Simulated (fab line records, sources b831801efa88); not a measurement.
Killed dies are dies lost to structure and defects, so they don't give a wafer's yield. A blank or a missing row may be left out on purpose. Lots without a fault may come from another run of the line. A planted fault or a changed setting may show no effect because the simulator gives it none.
fab line records | flow sky130
record lots=13 wafers=39 last_day=50
route steps=708 shown METAL1@449 VIA2@509 PAD_OPEN@708
lots that met no fault: from a run of the same line without faults
start_h: hours from the record's first day to the start of the lot's first wafer shown | wait_h: hours since the lot's step before | " the same as in the row above | L1.1+2: a row that stands for several wafers | - no value, or no start given | * or withheld: withheld | < > ~ a bound
route shown NAME@n: a module of which the file shows steps, and the number in the route of the first | usual: mean/standard deviation of fault-free wafers | same: alike in all rows | chamber/n: place in a boat | sites: the reading at each site | _std_site: their standard deviation | _edge_site: outer sites' mean less inner sites' | radius_mm: how far each site lies from the wafer's centre | mask NAME#n: copy n | behind: the tool/chamber that last shaped the wafer | hold: why the lot was held/for how many hours/how that ended | device: the transistor (n, p or np) that didn't switch | end of line: the same wafers' tests at the end of the route | a step without rows: its recipe alone | killed: dies lost to structure and defects at the first sort, not the wafer's yield | map: a wafer's dies, x killed, . not, _ none there
set.NAME: the setting as run; set.NAME@STEP: as run at that earlier step | model.NAME: the simulator's own value behind a step, which no gauge read
steps of the route over a sample of lots; a table a step, a row a wafer
services: from which hour (start_h, from the record's first day; less than 0 if before it) a tool's chamber was out of use, for how many hours, and why
## steps
# step SKY_METAL1_CD_MEAS_15
# recipe target_cd_nm=140
# usual cd_nm=139.8/1.6
# columns lot.wafer tool chamber start_h wait_h cd_nm
L975.1 cd_sem-02 - 757.99 - 138.6
L975.5 " - " " 137.9
L975.6 " - " " 138.9
L976.1 cd_sem-02 - 767.74 - 141.4
L976.2 " - " " 141.0
L976.4 " - " " 139.9
L977.2 cd_sem-01 - 778.81 - 140.3
L977.4 " - " " 140.8
L977.6 " - " " 140.4
L978.1 cd_sem-01 - 787.39 - 136.9
L978.4 " - " " 140.0
L978.6 " - " " 137.9
L984.2 cd_sem-02 - 836.41 - 137.8
L984.3 " - " " 139.2
L984.5 " - " " 139.3
L985.1 cd_sem-02 - 842.64 - 140.1
L985.4 " - " " 138.8
L985.6 " - " " 141.2
L986.1 cd_sem-01 - 854.64 - 141.8
L986.3 " - " " 141.6
L986.5 " - " " 142.0
L987.1 cd_sem-02 - 860.10 - 140.8
L987.3 " - " " 141.0
L987.4 " - " " 140.7
L991.1 cd_sem-01 - 885.64 - 140.4
L991.2 " - " " 139.4
L991.3 " - " " 140.8
L995.1 cd_sem-01 - 915.09 - 139.0
L995.3 " - " " 138.2
L995.6 " - " " 138.2
L996.1 cd_sem-01 - 923.90 - 139.3
L996.4 " - " " 141.7
L996.5 " - " " 140.8
L997.1 cd_sem-01 - 931.70 - 138.0
L997.2 " - " " 137.2
L997.3 " - " " 136.6
L998.2 cd_sem-02 - 936.47 - 139.8
L998.4 " - " " 140.0
L998.6 " - " " 140.6
# step SKY_METAL1_OVL_MEAS_16
# usual METAL1_OVL=1/5.1
# columns lot.wafer tool chamber start_h wait_h METAL1_OVL[nm]
L975.1 overlay-02 - 758.11 0.1 -4
L975.5 " - " " -4
L975.6 " - " " 1
L976.1 overlay-01 - 767.86 0.1 2
L976.2 " - " " -2
L976.4 " - " " -5
L977.2 overlay-01 - 778.92 0.1 4
L977.4 " - " " -3
L977.6 " - " " 3
L978.1 overlay-01 - 787.51 0.1 11
L978.4 " - " " 9
L978.6 " - " " 12
L984.2 overlay-02 - 836.52 0.1 4
L984.3 " - " " -4
L984.5 " - " " -3
L985.1 overlay-02 - 842.76 0.1 4
L985.4 " - " " 5
L985.6 " - " " 8
L986.1 overlay-01 - 854.76 0.1 -5
L986.3 " - " " -10
L986.5 " - " " -7
L987.1 overlay-02 - 860.22 0.1 -6
L987.3 " - " " -4
L987.4 " - " " -3
L991.1 overlay-02 - 885.76 0.1 9
L991.2 " - " " 5
L991.3 " - " " 4
L995.1 overlay-02 - 915.21 0.1 -1
L995.3 " - " " -5
L995.6 " - " " -3
L996.1 overlay-02 - 924.02 0.1 8
L996.4 " - " " 11
L996.5 " - " " 5
L997.1 overlay-02 - 931.82 0.1 4
L997.2 " - " " -3
L997.3 " - " " 13
L998.2 overlay-02 - 936.58 0.1 -1
L998.4 " - " " 0
L998.6 " - " " 3
# step SKY_VIA2_CMP_02
# recipe material=SiO2 down_force_psi=4 platen_rpm=60 pad_velocity_m_s=0.94248
# usual motor_current_A=12.5/0.98 platen_rpm=60.00/0.039 slurry_flow_ml_min=150.0/0.5
# columns lot.wafer tool chamber start_h wait_h motor_current_A platen_rpm slurry_flow_ml_min
L975.1 cmp-01 1 816.74 0.2 13.1 60.03 149.4
L975.6 " 2 " " 12.8 59.98 150.1
L975.5 " 3 " " 13.5 59.98 150.6
L976.4 cmp-01 3 825.30 0.1 13.2 59.96 150.8
L976.1 " 0 " " 13.1 60.03 149.9
L976.2 " 1 " " 14.1 60.01 150.3
L977.4 cmp-02 1 835.66 0.1 11.8 59.99 149.9
L977.2 " 3 " " 12.1 59.96 150.5
L977.6 " 0 " " 10.8 59.93 150.2
L978.1 cmp-02 0 844.56 0.4 11.0 60.01 149.1
L978.4 " 1 " " 11.8 60.02 149.5
L978.6 " 2 " " 10.4 60.01 149.5
L984.3 cmp-01 2 892.96 0.0 13.7 59.98 151.0
L984.2 " 0 " " 12.9 54.02 149.7
L984.5 " 2 " " 13.5 60.01 150.3
L985.4 cmp-01 3 898.21 0.0 13.0 59.99 150.1
L985.1 " 0 " " 12.6 54.01 149.9
L985.6 " 0 " " 13.1 54.01 150.0
L986.1 cmp-01 0 910.26 0.1 13.1 53.98 149.9
L986.3 " 2 " " 13.4 60.08 149.7
L986.5 " 0 " " 13.5 54.02 149.9
L987.1 cmp-02 1 915.40 0.1 12.4 59.99 149.4
L987.3 " 2 " " 10.4 60.01 150.3
L987.4 " 3 " " 11.9 60.01 149.8
L991.2 cmp-02 3 940.63 0.0 11.7 60.00 149.7
L991.3 " 0 " " 11.1 59.95 149.5
L991.1 " 1 " " 11.1 59.97 150.4
L995.1 cmp-02 2 968.16 0.1 11.1 59.99 150.1
L995.3 " 0 " " 11.2 59.96 150.6
L995.6 " 2 " " 10.5 59.98 150.4
L996.4 cmp-01 3 976.24 0.1 12.5 60.03 150.3
L996.1 " 1 " " 13.2 60.04 150.8
L996.5 " 3 " " 12.3 60.02 149.7
L997.3 cmp-01 0 984.85 0.0 13.0 59.96 150.2
L997.1 " 1 " " 13.7 60.03 150.2
L997.2 " 3 " " 13.3 59.99 151.0
L998.4 cmp-01 1 988.42 0.1 13.6 60.02 149.9
L998.2 " 2 " " 12.8 60.00 149.7
L998.6 " 0 " " 13.4 59.97 150.2
# step SKY_VIA2_OVL_MEAS_13
# usual VIA2_OVL=-2/5
# columns lot.wafer tool chamber start_h wait_h VIA2_OVL[nm]
L975.1 overlay-02 - 842.97 0.1 1
L975.5 " - " " 7
L975.6 " - " " -6
L976.1 overlay-02 - 851.39 0.1 -6
L976.2 " - " " 0
L976.4 " - " " 5
L977.2 overlay-01 - 862.40 0.1 8
L977.4 " - " " 4
L977.6 " - " " 6
L978.1 overlay-01 - 870.54 0.1 -5
L978.4 " - " " 3
L978.6 " - " " 3
L984.2 overlay-02 - 918.25 0.1 -7
L984.3 " - " " -2
L984.5 " - " " 0
L985.1 overlay-02 - 923.31 0.1 -8
L985.4 " - " " -3
L985.6 " - " " 4
L986.1 overlay-01 - 935.22 0.1 -10
L986.3 " - " " -8
L986.5 " - " " -12
L987.1 overlay-02 - 939.76 0.1 4
L987.3 " - " " 4
L987.4 " - " " -4
L991.1 overlay-01 - 965.11 0.1 -11
L991.2 " - " " 1
L991.3 " - " " -8
L995.1 overlay-01 - 992.23 0.1 1
L995.3 " - " " 6
L995.6 " - " " 5
L996.1 overlay-02 - 999.87 0.1 0
L996.4 " - " " 4
L996.5 " - " " 4
L997.1 overlay-02 - 1008.27 0.1 -1
L997.2 " - " " -1
L997.3 " - " " -4
L998.2 overlay-02 - 1012.10 0.1 -5
L998.4 " - " " 1
L998.6 " - " " -4
# step SKY_PAD_OPEN_PROBE_99
# usual defect_limited_yield=82.4/1.8 killed_at_M0_to_M3=43/6.5 killed_at_M4_up=3.2/1.8 killed_at_contacts=24/5.2 killed_at_front_end=15/4 killed_at_other=0.4/0.69 killed_dies=86/8.7 killed_open=47/7 killed_short=39/5.7 sort_bin_3_pad_short=0.9/0.43 sort_bin_5_function=10.5/1.4 sort_bin_6_memory=6.2/1.2 sort_n_pass=406/8.7 sort_yield_pct=82.4/1.8
# same gross_dies=492 killed_at_back_side=0 sort_bin_4_leakage[%]=0 sort_bin_8_speed[%]=0
# columns lot.wafer tool chamber start_h wait_h defect_limited_yield[%] killed_at_M0_to_M3 killed_at_M4_up killed_at_contacts killed_at_front_end killed_at_other killed_dies killed_open killed_short sort_bin_3_pad_short[%] sort_bin_5_function[%] sort_bin_6_memory[%] sort_n_pass sort_yield_pct[%]
L984.2 prober-01 - 1130.48 0.1 81.7 52 3 20 15 0 90 48 42 1.2 11.6 5.5 402 81.7
L984.3 prober-01 - 1130.53 0.2 84.3 39 3 23 12 0 77 36 41 0.6 10.4 4.7 415 84.3
L984.5 prober-01 - 1130.63 0.2 83.3 46 1 17 18 0 82 39 43 0.6 11.2 4.9 410 83.3
L997.1 prober-02 - 1196.57 0.1 78.0 57 6 29 15 1 108 61 43 0.6 14.2 7.1 384 78.0
L997.2 prober-02 - 1196.62 0.1 80.5 46 7 31 12 0 96 59 36 1.0 11.6 6.9 396 80.5
L997.3 prober-02 - 1196.67 0.2 80.3 49 6 31 11 0 97 53 40 0.6 12.2 6.9 395 80.3
# killed by level:class
L984.2 VIA1:geometric_particle:open=12 VIA1:geometric_particle:short=12 CONTACT:geometric_particle:open=10 VIA2:geometric_particle:open=6 CONTACT:geometric_particle:short=5 METAL1:geometric_particle:short=5 VIA3:geometric_particle:open=5 POLY_GATE:geometric_particle:open=4
L984.3 VIA1:geometric_particle:open=9 LI_CONTACT:geometric_particle:open=8 CONTACT:geometric_particle:short=8 VIA1:geometric_particle:short=8 VIA3:geometric_particle:open=5 FIELD_ISO:geometric_particle:short=4 CONTACT:geometric_particle:open=4 METAL2:geometric_particle:short=4
L984.5 METAL2:geometric_particle:short=13 VIA1:geometric_particle:open=10 METAL1:geometric_particle:short=7 FIELD_ISO:geometric_particle:short=6 CONTACT:geometric_particle:short=6 CONTACT:geometric_particle:open=6 POLY_GATE:geometric_particle:open=5 VIA1:geometric_particle:short=5
L997.1 CONTACT:geometric_particle:open=15 VIA3:geometric_particle:open=12 VIA1:geometric_particle:open=10 VIA2:geometric_particle:open=9 METAL1:geometric_particle:short=7 VIA3:geometric_particle:short=6 LI_CONTACT:geometric_particle:open=5 VIA1:geometric_particle:short=5
L997.2 VIA1:geometric_particle:open=14 VIA3:geometric_particle:open=12 LI_CONTACT:geometric_particle:open=10 CONTACT:geometric_particle:open=8 LOCAL_INTERCONNECT:geometric_particle:short=5 METAL1:geometric_particle:short=5 LI_CONTACT:geometric_particle:short=4 CONTACT:geometric_particle:short=4
L997.3 CONTACT:geometric_particle:open=10 VIA3:geometric_particle:open=10 VIA1:geometric_particle:open=10 LI_CONTACT:geometric_particle:open=9 VIA2:geometric_particle:open=8 VIA1:geometric_particle:short=7 LOCAL_INTERCONNECT:geometric_particle:short=6 METAL1:geometric_particle:short=6
## services
# columns tool chamber start_h hours kind
cmp-01 - 807.81 5.0 pm
cmp-01 - 813.17 1.7 repair
cmp-02 - 829.14 5.0 repair
cmp-02 - 864.64 1.4 repair
cmp-01 - 871.36 5.0 pm
cmp-02 - 895.44 0.3 repair
cmp-02 - 902.34 2.1 repair
cmp-01 - 912.00 4.0 pm
cmp-01 - 916.00 - consumable_replace:conditioner
cmp-01 - 916.00 - consumable_replace:pad
cmp-01 - 930.56 11.6 repair
cmp-01 - 945.97 1.6 repair
## key
first_sign step=SKY_VIA2_CMP_02 reading=platen_rpm direction=down sigmas=99+ usual=60.00 struck=54.01
effect none on later readings
met_at SKY_VIA2_CMP_02
struck_lots L984,L985,L986
struck_wafers L984.2,L985.1,L985.6,L986.1,L986.5
not_acting_at SKY_METAL1_CD_MEAS_15,SKY_METAL1_OVL_MEAS_16,SKY_VIA2_OVL_MEAS_13
onset_between 825.30 892.96
fault kind=process_parameter_drift tool=cmp-01 chamber=0 onset_h=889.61 steps=SKY_VIA2_CMP_02 channel=platen_rpm offset=-6 shape=step end_h=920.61 acts_in=these_recipes_only stated=60
